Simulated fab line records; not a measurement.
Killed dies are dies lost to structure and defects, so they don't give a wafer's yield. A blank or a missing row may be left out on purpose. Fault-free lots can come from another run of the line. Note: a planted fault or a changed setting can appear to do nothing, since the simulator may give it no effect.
The tool behind it: which one?	flow sky130	Sampling: 12 lots, 36 wafers, 5 of 708 route steps

== WHAT THE GAUGES SHOWED, per wafer ==
SKY_SD_N_CD_MEAS_07 targets a cd of 380 nm. Usual: cd nm 380.1 nm, standard deviation 2.4.
lot	measured	on	cd nm (nm)	flag
L410	day 27 15:11	cd sem-01	383.3 381.0 382.6	
L418	day 30 13:16	cd sem-01	377.9 378.7 380.1	
L420	day 31 19:23	cd sem-02	373.5 375.3 373.7	
L421	day 31 20:10	cd sem-02	380.2 379.7 379.4	
L423	day 32 07:03	cd sem-02	380.8 379.6 380.1	
L426	day 33 16:17	cd sem-01	378.7 376.9 374.2	
L427	day 34 12:26	cd sem-01	379.9 381.1 383.3	
L428	day 34 13:53	cd sem-01	383.8 383.8 382.8	
L429	day 34 14:28	cd sem-01	374.9 377.9 377.1	
L430	day 34 15:43	cd sem-01	381.8 381.8 380.3	
L431	day 35 01:35	cd sem-02	381.9 382.7 379.5	
L432	day 35 02:14	cd sem-02	381.6 381.4 382.4	

SKY_LI_CONTACT_THK_MEAS_01. Usual: LI_CONTACT_HDPCVD_THK gives 929 nm (standard deviation 8.9).
lot	measured	on	LI_CONTACT_HDPCVD_THK (nm)	flag
L410	day 27 16:31	film metro-01	918 927 924	
L418	day 30 14:43	film metro-01	930 928 929	
L420	day 31 20:41	film metro-02	917 1263 912	OFF
L421	day 31 21:28	film metro-02	1277 913 1260	OFF
L423	day 32 08:25	film metro-02	944 932 917	
L426	day 33 17:37	film metro-04	922 937 932	
L427	day 34 13:43	film metro-02	927 936 930	
L428	day 34 15:14	film metro-04	931 939 920	
L429	day 34 15:47	film metro-02	919 937 923	
L430	day 34 17:00	film metro-02	934 942 942	
L431	day 35 02:54	film metro-01	925 951 949	
L432	day 35 03:32	film metro-01	913 908 924	

SKY_LOCAL_INTERCONNECT_RS_MEAS_01: uses a four-point probe to measure. Usual: LOCAL_INTERCONNECT_TIN_RS gives 14.21 ohm/sq (standard deviation 0.13).
lot	measured	on	LOCAL_INTERCONNECT_TIN_RS (ohm/sq)	flag
L410	day 28 22:15	film metro-01	14.22 14.28 14.33	
L418	day 31 19:52	film metro-02	14.14 14.22 14.23	
L420	day 33 02:31	film metro-01	14.10 14.16 14.01	
L421	day 33 02:53	film metro-02	14.23 14.31 14.21	
L423	day 33 13:15	film metro-03	14.37 14.30 14.31	
L426	day 34 22:53	film metro-03	14.21 14.00 14.22	
L427	day 35 18:17	film metro-03	14.39 14.27 14.40	
L428	day 35 20:05	film metro-01	14.27 14.26 14.18	
L429	day 35 20:45	film metro-01	14.43 14.39 14.36	
L430	day 35 21:46	film metro-02	14.30 14.18 14.11	
L431	day 36 06:56	film metro-02	14.50 14.50 14.46	
L432	day 36 08:05	film metro-01	14.11 14.10 14.00	

== WHAT TOOL EACH LOT RAN ON (gives the tool, then ch and the chambers of the sampled wafers, and finally the start) ==
lot	SKY_LI_CONTACT_HDPCVD_00	SKY_LI_CONTACT_CMP_02
L410	hdpcvd-02 ch 0,1,2, day 27 16:23	cmp-01 ch 0,3, day 27 16:37
L418	hdpcvd-02 ch 0,1, day 30 14:34	cmp-01 ch 1,2,3, day 30 14:46
L420	hdpcvd-02 ch 0,1, day 31 20:35	cmp-01 ch 1,2,3, day 31 20:44
L421	hdpcvd-02 ch 0,1, day 31 21:20	cmp-01 ch 2,3, day 31 21:33
L423	hdpcvd-01 ch 1,2, day 32 08:18	cmp-02 ch 2,3, day 32 08:28
L426	hdpcvd-01 ch 0,2, day 33 17:31	cmp-01 ch 0,2,3, day 33 17:46
L427	hdpcvd-01 ch 0,1,2, day 34 13:38	cmp-01 ch 0,2,3, day 34 13:54
L428	hdpcvd-01 ch 0,1,2, day 34 15:07	cmp-01 ch 1,3, day 34 15:22
L429	hdpcvd-02 ch 0,1,2, day 34 15:41	cmp-02 ch 1,2,3, day 34 15:56
L430	hdpcvd-01 ch 0,2, day 34 16:53	cmp-01 ch 1,2,3, day 34 17:02
L431	hdpcvd-01 ch 1,2, day 35 02:47	cmp-02 ch 0,1,3, day 35 02:57
L432	hdpcvd-02 ch 0,1, day 35 03:26	cmp-01 ch 1,2, day 35 03:35
- SKY_LI_CONTACT_HDPCVD_00: deposits PSG, target thk 930 nm, time 155 s.
- SKY_LI_CONTACT_CMP_02: polishes PSG.

== WHAT THE TOOLS THEMSELVES READ (means of the sampled wafers that have a number; where no wafer has one, the mark that the record gives instead) ==
SKY_LI_CONTACT_CMP_02. Usual: motor current A 12.1 A, standard deviation 1.1; retaining ring pressure frac 1.000, standard deviation 0.0048; time to endpoint s 31.2 s, standard deviation 2.5.
lot	tool	motor current A (A)	retaining ring pressure frac	time to endpoint s (s)	flag
L410	cmp-01	11.1	1.002	30.8	
L418	cmp-01	12.0	0.999	29.7	
L420	cmp-01	12.5	0.999	40.9	OFF
L421	cmp-01	12.5	1.002	51.4	OFF
L423	cmp-02	11.3	1.005	29.4	
L426	cmp-01	12.3	0.999	34.2	
L427	cmp-01	12.3	1.000	32.4	
L428	cmp-01	11.1	1.000	32.8	
L429	cmp-02	11.6	0.998	27.5	
L430	cmp-01	11.8	1.000	31.4	
L431	cmp-02	12.6	1.000	29.7	
L432	cmp-01	13.0	0.998	31.1	

== THE ANSWER, worked out from the rows above alone ==
Rule: a lot counts as off when the mean over its wafers that have a number is more than 3 standard deviations away from the usual mean. A lot without any number at a reading at which 4 lots or more have one is off too. Where the step has rows for the other lots, those lots are counted as sound. First the gauges in route order, then the tools' own readings, where a lot's mean is used as printed above. The first step at which some lot is off is used, and at that step the reading that is off furthest; a lot without a number counts as furthest.
Off: at SKY_LI_CONTACT_THK_MEAS_01 (LI_CONTACT_HDPCVD_THK), L420, L421.
A tool fits if, at a process step before that reading, it ran every lot that is off, and no sound lot after the first of them. The gauges at SKY_LI_CONTACT_THK_MEAS_01 aren't tried: what is off there is off at SKY_LI_CONTACT_CMP_02 too, on other tools, and a gauge's error can't cause that. Not one of the candidates tried fits.

== WHAT THE SIMULATOR HAD INSERTED ==
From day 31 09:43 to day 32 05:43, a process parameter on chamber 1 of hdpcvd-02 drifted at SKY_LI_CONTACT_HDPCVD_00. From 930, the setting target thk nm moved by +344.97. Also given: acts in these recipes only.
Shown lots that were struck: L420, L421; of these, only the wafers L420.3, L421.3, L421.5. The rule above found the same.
